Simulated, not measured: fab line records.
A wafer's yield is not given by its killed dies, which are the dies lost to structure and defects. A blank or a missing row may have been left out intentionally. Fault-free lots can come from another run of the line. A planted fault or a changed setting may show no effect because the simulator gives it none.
A lot that was struck, set against a sound lot | flow sky130 | 15 steps out of a route of 708
Sound: wafers L995.2, L995.5, L995.6. Struck: wafer L108.2 (L108.3, L108.6, from the same lot, were not struck and are left out); the cause is given at the end.
For every step that has rows: the tool of each side, followed by ch and its chambers, followed by its first start. Under that, the readings that differ: sound wafers | struck wafers | difference of the means | sigmas: that difference in standard deviations of wafers without a fault.
alike: a reading whose means differ by less than 2 such deviations, as well as words and numbers matching on both sides. not compared: withheld readings; readings where some wafer has no value; bounds like >300 that might hide an equal value; numbers whose values overlap and for which the record gives no deviation.
The two part at a step that has a row with sigmas, a row that says differs or no value, or rows on one side only. Numbers that have no deviation but don't overlap get no sigmas and don't part them. A reading missing from all wafers of one side parts the sides only when that side holds two or more wafers.

first, 3 steps without rows for these wafers: SKY_VIA1_EXPOSE_09 (exposes mask VIM, target cd 150 nm); SKY_VIA1_PEB_10; SKY_VIA1_DEVELOP_11 (develop time 60 s).
SKY_VIA1_CD_MEAS_12 targets a cd of 150 nm.
  sound on cd-sem-02, day 34 01:09; struck on cd-sem-01, day 38 07:20
  alike: cd-nm
SKY_VIA1_OVL_MEAS_13:
  sound on overlay-02, day 34 01:16; struck on overlay-01, day 38 07:27
  reading       | sound  | struck | difference | sigmas
  VIA1_OVL (nm) | 12 5 2 | -7     | -13        | -2
SKY_VIA1_ETCH_14: etches BARC in N2/H2, stops on SiO2, time 45.9 s, target depth 60 nm.
  sound on rie-diel-04 ch 0,1,2, day 34 01:17; struck on rie-diel-04 ch 1, day 38 07:29
  alike: bias-w, drypump-motor-current-A, h2-flow-sccm, oes-product-au, throttle-valve-pct
  not compared: rf-hours-counter-h
SKY_VIA1_ETCH_15: etches SiO2 in C4F8/O2/Ar, stops on TiN, target depth 351 nm, time 54 s.
  sound on rie-diel-04 ch 0,1,2, day 34 01:20; struck on rie-diel-04 ch 1, day 38 07:31
  alike: bias-w, oes-product-au
  not compared: rf-hours-counter-h
SKY_VIA1_STRIP_16: strips in O2/N2.
  sound on plasma-asher-04 ch 0,1, day 34 01:23; struck on plasma-asher-04 ch 0, day 38 07:34
  reading               | sound             | struck | difference | sigmas
  oes-product-au (a.u.) | 0.409 0.415 0.416 | 0.427  | +0.014     | +3
  alike: drypump-motor-current-A, strip-time-to-endpoint-s
  not compared: rf-hours-counter-h
then, 3 steps without rows for these wafers: SKY_VIA1_STRIP_17 (strips in post etch residue remover, time 1200 s); SKY_VIA1_CLEAN_18 (cleans in IPA, time 180 s); SKY_VIA1_CLEAN_19 (cleans in O3/DIW).
SKY_VIA1_SPUTTER_20: material TiN, target thk 20 nm, time 80 s.
  sound on pvd-sputter-02, day 34 01:58; struck on pvd-sputter-01, day 38 08:10
  alike: throttle-valve-pct
SKY_VIA1_CVD_21: deposits W, target thk 270 nm, time 80.902 s.
  sound on cvd-w-02 ch 0,1, day 34 02:02; struck on cvd-w-02 ch 1, day 38 08:13
  reading                            | sound             | struck | difference | sigmas
  model.W_of_VIA1_CVD_21.thk-nm (nm) | 272.6 267.3 273.2 | 260.6  | -10.4      |
  alike: heater-power-outer-w, heater-power-w
  not compared: since-wet-clean-h
SKY_VIA1_RS_MEAS_22: measurement is done with a four-point probe.
  sound on film-metro-02, day 34 02:08; struck on film-metro-02, day 38 08:20
  reading            | sound             | struck | difference | sigmas
  VIA1_W_RS (ohm/sq) | 0.422 0.431 0.421 | 0.441  | +0.016     | +2
-- the record jumps here: 11 days lie between the struck wafers' starts before and after (it left off in module VIA1 and takes up again in module PAD_OPEN, whose first step shown is number 708 of the route) --
SKY_PAD_OPEN_PROBE_99:
  record: rows for the struck wafers here (prober-01, day 49 01:19), none for the sound ones

WHERE THEY PART
At SKY_VIA1_OVL_MEAS_13 first; at SKY_PAD_OPEN_PROBE_99 last (within this record only).

WHY: what the simulator had put in
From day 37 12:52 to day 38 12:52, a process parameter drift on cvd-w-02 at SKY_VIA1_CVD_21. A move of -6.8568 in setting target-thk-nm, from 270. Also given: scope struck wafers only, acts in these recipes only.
